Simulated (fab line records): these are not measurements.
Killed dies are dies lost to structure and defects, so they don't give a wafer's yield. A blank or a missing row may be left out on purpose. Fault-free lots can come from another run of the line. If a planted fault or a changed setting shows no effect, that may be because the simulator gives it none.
Chamber matching / flow sky130 / 4 sister chambers for SKY_VIA2_CMP_24 on cmp-02
The step polishes, stops on SiO2, t overpolish 20 s, target thk 0 nm. 4 wafers are shown with their chamber, then 8 later ones without.

EACH WAFER AND ITS CHAMBER
wafer=L965.2; chamber=3; motor_current_A (A)=9.6
wafer=L971.4; chamber=2; motor_current_A (A)=10.0
wafer=L971.6; chamber=0; motor_current_A (A)=11.3
wafer=L975.1; chamber=1; motor_current_A (A)=10.4

WAFERS WITHOUT THEIR CHAMBER
wafer=L975.2; motor_current_A (A)=10.6
wafer=L975.4; motor_current_A (A)=9.0
wafer=L976.1; motor_current_A (A)=10.3
wafer=L976.5; motor_current_A (A)=10.8
wafer=L976.6; motor_current_A (A)=11.4
wafer=L977.1; motor_current_A (A)=9.6
wafer=L977.4; motor_current_A (A)=10.1
wafer=L977.5; motor_current_A (A)=10.4

WHICH CHAMBER EACH ONE RAN IN
wafer=L975.2; from the rows above=can't be placed: 1 or 2 or 0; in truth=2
wafer=L975.4; from the rows above=can't be placed: 3 or 2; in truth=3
wafer=L976.1; from the rows above=can't be placed: 1 or 2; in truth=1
wafer=L976.5; from the rows above=can't be placed: 1 or 0 or 2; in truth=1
wafer=L976.6; from the rows above=0; in truth=0
wafer=L977.1; from the rows above=can't be placed: 3 or 2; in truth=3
wafer=L977.4; from the rows above=can't be placed: 2 or 1 or 3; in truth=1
wafer=L977.5; from the rows above=can't be placed: 1 or 2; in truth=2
Correct placement for 1 of the 8. Unplaceable from these rows: 7, with the true chamber sitting among the candidates in 7. Number placed wrongly: 0.
How it was worked out, from the rows above alone: a wafer's distance from a chamber is the root of the sum, over the readings, of the square of ((its reading less the chamber's mean) divided by the reading's scatter). If the next closest chamber is less than 2 further off than the closest, the wafer can't be placed; otherwise it belongs to the closest. A chamber's mean is the mean of its shown wafers. The scatter (one wafer shown for each chamber): square how far every hidden wafer sits from the nearest shown wafer, average those squares and take the square root.
